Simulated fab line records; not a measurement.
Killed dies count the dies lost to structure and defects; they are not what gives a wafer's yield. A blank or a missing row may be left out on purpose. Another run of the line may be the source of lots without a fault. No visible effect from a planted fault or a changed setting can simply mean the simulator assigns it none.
Code-filled problem report in 8D (eight disciplines) form -- flow sky130 -- the parts of the form that need people (team, actions taken, sign-off) are left out

== 1. WHAT IS WRONG ==
Wafers free of any fault read 68.67 ohm/sq (standard deviation 0.13) for SD_N_RS at SKY_SD_N_RS_MEAS_16, against a mean of 67.31 ohm/sq on 6 wafers of 2 lots. That is -10 standard deviations from the usual mean.
The step: measures by four-point-probe.
The first sign was on wafer L736.3 at day 29 21:39, on film-metro-01. The record holds 39 wafers of 13 lots with a number at this step. Rule for "out" (also "out of limits"): further than 4 standard deviations from the usual mean. All remaining wafers that have a number are taken as sound.

== 2. WHAT IT IS; WHAT IT IS NOT ==
question,is,is not
which readings at this step,SD_N_RS,-
which lots,"L736, L738","L732, L733, L734, L737, L744, L745, L746, L748, L750, L752, L753"
which wafers of those lots,all that have a number,-
read on which gauges,"film-metro-01, film-metro-03",film-metro-02
when,from day 29 21:39,"up to then (9 sound wafers); but 24 sound wafers of L737, L744, L745, L746, L748, L750, L752, L753 came after"

== 3. THE SUSPECTS, EACH WITH WHAT RULES IT OUT ==
Counting: any tool at a process step up to the reading is kept as a suspect provided that every lot that is out went through it and no sound lot did after the first of them.
- the gauge at SKY_SD_N_RS_MEAS_16 has been ruled out. Those wafers that are out were read across 2 gauges (film-metro-01, film-metro-03).
- rtp-anneal-02 at SKY_SD_N_RTA_14 (time 2 s): ruled out as a lasting fault. Following L736 (day 29 21:25), the first lot on it that is out, the sound lots L744, L746, L748, L750, L752 were run on it.
Left after counting: nothing in the record.

== 4. THE CAUSE (what the simulator had put in) ==
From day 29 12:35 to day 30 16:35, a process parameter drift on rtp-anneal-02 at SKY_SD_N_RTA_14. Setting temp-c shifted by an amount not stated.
It was ruled out by counting, in error; the rule expects a fault to strike all lots run on its tool from its start on, and this fault did not.

== 5. THE EFFECT CHAIN, in route order ==
Each row: a reading where the mean over the struck wafers with a number is more than 3 standard deviations away from the usual. Readings are gone through only where the record gives a usual standard deviation; hours: the median, over the lots, of the time from a lot's start at the first step in this table giving one to that lot's start at this step; sigmas: the change measured in usual standard deviations.
hours,step,reading,usual,on struck wafers,change,sigmas
0,SKY_SD_N_RTA_14,wafer_temp_C_max,1078.1,1085.5,+7.4,+5.7
0,SKY_SD_N_RS_MEAS_16,SD_N_RS,68.67 ohm/sq,67.31,-1.36,-10
0,SKY_SD_N_RS_MEAS_17,SD_P_RS,147.4 ohm/sq,140.2,-7.2,-19
Here are the process steps it includes:
- SKY_SD_N_RTA_14: time 2 s.

== 6. HOW IT WOULD HAVE BEEN CAUGHT EARLIER ==
Counted from the fault's start at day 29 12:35, it took 9 hours until the first out-of-limits reading at a measuring or inspecting step in this record, taken at day 29 21:39.
Tool's own readings at SKY_SD_N_RTA_14, wafer_temp_C_max: out on all struck wafers the step has rows for; an alarm limit on them would have tripped on the first.
